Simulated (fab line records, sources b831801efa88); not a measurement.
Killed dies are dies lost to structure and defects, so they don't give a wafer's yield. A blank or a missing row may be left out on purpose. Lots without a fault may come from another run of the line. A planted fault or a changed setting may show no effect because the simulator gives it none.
fab line records | flow gf180mcu | part 2 of 2: steps 34 to 45 of 45
record lots=5 wafers=15 last_day=33
route steps=602 shown MVPSD@78 VT_IMPLANT@90
lots that met no fault: from a run of the same line without faults
start_h: hours from the record's first day to the start of the lot's first wafer shown | wait_h: hours since the lot's step before | " the same as in the row above | L1.1+2: a row that stands for several wafers | - no value, or no start given | * or withheld: withheld | < > ~ a bound
route shown NAME@n: a module of which the file shows steps, and the number in the route of the first | usual: mean/standard deviation of fault-free wafers | same: alike in all rows | chamber/n: place in a boat | sites: the reading at each site | _std_site: their standard deviation | _edge_site: outer sites' mean less inner sites' | radius_mm: how far each site lies from the wafer's centre | mask NAME#n: copy n | behind: the tool/chamber that last shaped the wafer | hold: why the lot was held/for how many hours/how that ended | device: the transistor (n, p or np) that didn't switch | end of line: the same wafers' tests at the end of the route | a step without rows: its recipe alone | killed: dies lost to structure and defects at the first sort, not the wafer's yield | map: a wafer's dies, x killed, . not, _ none there
set.NAME: the setting as run; set.NAME@STEP: as run at that earlier step | model.NAME: the simulator's own value behind a step, which no gauge read
lots at some steps of the route; a table a step, a row a wafer
services: from which hour (start_h, from the record's first day; less than 0 if before it) a tool's chamber was out of use, for how many hours, and why
## steps
# step GF_VT_IMPLANT_TW_MEAS_21
# usual VT_IMPLANT_2_TW=1213/9.7
# columns lot.wafer tool chamber start_h wait_h VT_IMPLANT_2_TW
L074.1 film_metro-01 - 125.78 0.1 1207
L074.2 " - " " 1210
L074.6 " - " " 1214
L084.2 film_metro-02 - 192.17 0.1 1213
L084.5 " - " " 1217
L084.6 " - " " 1217
L089.2 film_metro-03 - 226.72 0.1 1190
L089.4 " - " " 1186
L089.5 " - " " 1197
L090.1 film_metro-01 - 228.26 0.1 1212
L090.2 " - " " 1212
L090.6 " - " " 1212
L091.1 film_metro-02 - 234.16 0.1 1229
L091.4 " - " " 1219
L091.6 " - " " 1215
# step GF_VT_IMPLANT_DEHYDRATE_22
# recipe temp_c=200 time_s=60
# columns lot.wafer tool chamber start_h wait_h
L074.1+2+6 litho_track-04 0 132.76 7.0
L084.2+5+6 litho_track-01 0 200.25 8.1
L089.2+4+5 litho_track-01 0 235.15 8.4
L090.1+2+6 litho_track-02 0 236.79 8.5
L091.1+4+6 litho_track-02 0 242.99 8.8
# step GF_VT_IMPLANT_HMDS_23
# recipe prime_time_s=60 prime_temp_c=120
# usual prime_temp_c=119.97/0.15
# columns lot.wafer tool chamber start_h wait_h prime_temp_c
L074.1 litho_track-04 0 132.91 0.1 119.78
L074.2 " 0 " " 119.99
L074.6 " 0 " " 119.97
L084.2 litho_track-01 0 200.40 0.1 120.05
L084.5 " 0 " " 119.91
L084.6 " 0 " " 120.02
L089.2 litho_track-01 0 235.30 0.1 119.94
L089.4 " 0 " " 119.92
L089.5 " 0 " " 119.61
L090.1 litho_track-02 0 236.94 0.1 120.28
L090.2 " 0 " " 120.10
L090.6 " 0 " " 120.10
L091.1 litho_track-02 0 243.14 0.1 119.88
L091.4 " 0 " " 120.05
L091.6 " 0 " " 119.84
# step GF_VT_IMPLANT_COAT_24
# recipe resist=NOVOLAK spin_rpm=3000 resist_thk_nm=1000
# columns lot.wafer tool chamber start_h wait_h
L074.1+2+6 litho_track-04 0 133.06 0.1
L084.2+5+6 litho_track-01 0 200.55 0.1
L089.2+4+5 litho_track-01 0 235.45 0.1
L090.1+2+6 litho_track-02 0 237.09 0.1
L091.1+4+6 litho_track-02 0 243.29 0.1
# step GF_VT_IMPLANT_SOFTBAKE_25
# recipe temp_c=90 time_s=60 resist=NOVOLAK
# columns lot.wafer tool chamber start_h wait_h
L074.1+2+6 litho_track-04 0 133.21 0.1
L084.2+5+6 litho_track-01 0 200.70 0.1
L089.2+4+5 litho_track-01 0 235.60 0.1
L090.1+2+6 litho_track-02 0 237.24 0.1
L091.1+4+6 litho_track-02 0 243.44 0.1
# step GF_VT_IMPLANT_EXPOSE_26
# recipe mask_id=LVPWELL_HV_AREA target_cd_nm=860 na=0.6 source_shape=conventional sigma_outer=0.6 dose_mj=140
# columns lot.wafer tool chamber start_h wait_h mask
L074.1+2+6 iline_stepper-01 0 - - LVPWELL_HV_AREA#0
L084.2+5+6 iline_stepper-02 0 - - LVPWELL_HV_AREA#0
L089.2+4+5 iline_stepper-01 0 - - LVPWELL_HV_AREA#0
L090.1+2+6 iline_stepper-02 0 - - LVPWELL_HV_AREA#0
L091.1+4+6 iline_stepper-02 0 - - LVPWELL_HV_AREA#0
# step GF_VT_IMPLANT_PEB_27
# recipe temp_c=withheld time_s=* resist=NOVOLAK
# columns lot.wafer tool chamber start_h wait_h
L074.1+2+6 litho_track-01 0 - -
L084.2+5+6 litho_track-01 0 - -
L089.2+4+5 litho_track-02 0 - -
L090.1+2+6 litho_track-04 0 - -
L091.1+4+6 litho_track-02 0 - -
# step GF_VT_IMPLANT_DEVELOP_28
# recipe develop_time_s=60 dev_temp_c=23
# columns lot.wafer tool chamber start_h wait_h
L074.1+2+6 litho_track-01 0 141.27 0.1
L084.2+5+6 litho_track-01 0 209.30 0.1
L089.2+4+5 litho_track-02 0 245.06 0.1
L090.1+2+6 litho_track-04 0 246.36 0.1
L091.1+4+6 litho_track-02 0 252.79 0.1
# step GF_VT_IMPLANT_OVL_MEAS_29
# usual VT_IMPLANT_02_OVL=-0.4/1.6
# columns lot.wafer tool chamber start_h wait_h VT_IMPLANT_02_OVL[nm]
L074.1 overlay-01 - 141.42 0.1 -3.2
L074.2 " - " " -2.7
L074.6 " - " " -2.3
L084.2 overlay-01 - 209.43 0.1 0.0
L084.5 " - " " -0.7
L084.6 " - " " -1.5
L089.2 overlay-01 - 245.20 0.1 -3.8
L089.4 " - " " -2.0
L089.5 " - " " -4.3
L090.1 overlay-02 - 246.51 0.1 1.6
L090.2 " - " " 2.7
L090.6 " - " " 1.5
L091.1 overlay-01 - 252.94 0.1 -0.6
L091.4 " - " " -0.4
L091.6 " - " " -0.8
# step GF_VT_IMPLANT_IMPLANT_30
# recipe species=B energy_kev=25 dose_cm2=2.468e+12 tilt_deg=7
# usual faraday_current_uA=13.92/0.26
# same implant_ion_amu=11
# columns lot.wafer tool chamber start_h wait_h faraday_current_uA
L074.1 implanter-02 0 141.46 0.0 14.14
L074.2 " 0 " " 14.03
L074.6 " 0 " " 13.88
L084.2 implanter-01 0 209.48 0.0 14.33
L084.5 " 0 " " 13.77
L084.6 " 0 " " 13.70
L089.2 implanter-01 0 245.25 0.0 14.19
L089.4 " 0 " " 13.60
L089.5 " 0 " " 14.28
L090.1 implanter-01 0 246.54 0.0 13.78
L090.2 " 0 " " 13.96
L090.6 " 0 " " 13.61
L091.1 implanter-01 0 252.98 0.0 13.82
L091.4 " 0 " " 13.93
L091.6 " 0 " " 13.81
# step GF_VT_IMPLANT_STRIP_31
# recipe chemistry=O2/N2 power_w=1400 pressure_mtorr=1500 platen_temp_c=250 o2_flow_sccm=3000 n2_flow_sccm=300 overash_fraction=0.5
# usual drypump_motor_current_A=5.8/0.37 heater_power_w=320/15 oes_product_au=0.716/0.0052 strip_time_to_endpoint_s=12.64/0.033
# columns lot.wafer tool chamber start_h wait_h drypump_motor_current_A heater_power_w oes_product_au rf_hours_counter_h strip_time_to_endpoint_s
L074.1 plasma_asher-01 1 141.61 0.1 5.5 335 0.713 2 12.62
L074.2 " 0 " " 5.9 326 0.711 2 12.61
L074.6 " 0 " " 5.9 327 0.714 - 12.60
L084.2 plasma_asher-01 0 209.61 0.1 6.0 331 0.719 10 12.67
L084.5 " 0 " " 5.9 332 0.721 - 12.68
L084.6 " 1 " " 5.5 336 0.708 - 12.65
L089.2 plasma_asher-02 1 245.38 0.1 5.9 308 0.718 58 12.72
L089.4 " 0 " " 6.4 331 0.718 - 12.65
L089.5 " 0 " " 6.4 320 0.720 - 12.65
L090.1 plasma_asher-04 1 246.69 0.1 5.2 300 0.710 47 12.62
L090.2 " 0 " " 6.0 326 0.715 47 12.63
L090.6 " 0 " " 6.0 332 0.711 - 12.61
L091.1 plasma_asher-04 1 253.13 0.1 5.2 297 0.720 48 12.59
L091.4 " 1 " " 5.2 301 0.714 - 12.65
L091.6 " 1 " " 5.2 303 0.728 - 12.64
# step GF_VT_IMPLANT_TW_MEAS_32
# usual VT_IMPLANT_3_TW=266.9/2
# columns lot.wafer tool chamber start_h wait_h VT_IMPLANT_3_TW
L074.1 film_metro-02 - 141.71 0.1 269.1
L074.2 " - " " 269.4
L074.6 " - " " 269.2
L084.2 film_metro-02 - 209.72 0.1 267.4
L084.5 " - " " 268.0
L084.6 " - " " 267.3
L089.2 film_metro-01 - 245.49 0.1 267.6
L089.4 " - " " 268.0
L089.5 " - " " 265.9
L090.1 film_metro-02 - 246.79 0.1 269.6
L090.2 " - " " 267.6
L090.6 " - " " 270.7
L091.1 film_metro-02 - 253.23 0.1 269.4
L091.4 " - " " 268.7
L091.6 " - " " 269.3
## services
# columns tool chamber start_h hours kind
iline_stepper-02 - 79.12 2.1 pm
implanter-01 - 80.19 1.0 repair
iline_stepper-01 - 82.22 1.7 pm
implanter-02 - 92.49 1.3 repair
plasma_asher-01 - 108.75 9.0 pm
plasma_asher-02 - 126.89 2.7 repair
plasma_asher-02 - 145.58 3.1 repair
implanter-01 - 156.67 1.4 repair
implanter-04 - 156.78 2.1 repair
iline_stepper-01 - 168.02 3.7 repair
litho_track-02 - 170.96 - consumable_replace:filter
plasma_asher-03 - 171.99 2.8 pm
implanter-03 - 175.95 1.5 repair
implanter-03 - 176.87 3.2 repair
implanter-04 - 194.36 2.9 pm
implanter-01 - 214.01 5.7 repair
implanter-04 - 217.00 2.7 repair
plasma_asher-02 - 227.53 2.4 repair
implanter-02 - 228.36 6.6 pm
implanter-03 - 234.42 4.4 pm
implanter-04 - 239.09 0.5 repair
iline_stepper-02 - 244.13 1.7 pm
litho_track-02 - 249.37 - consumable_replace:filter
implanter-03 - 252.35 0.7 repair
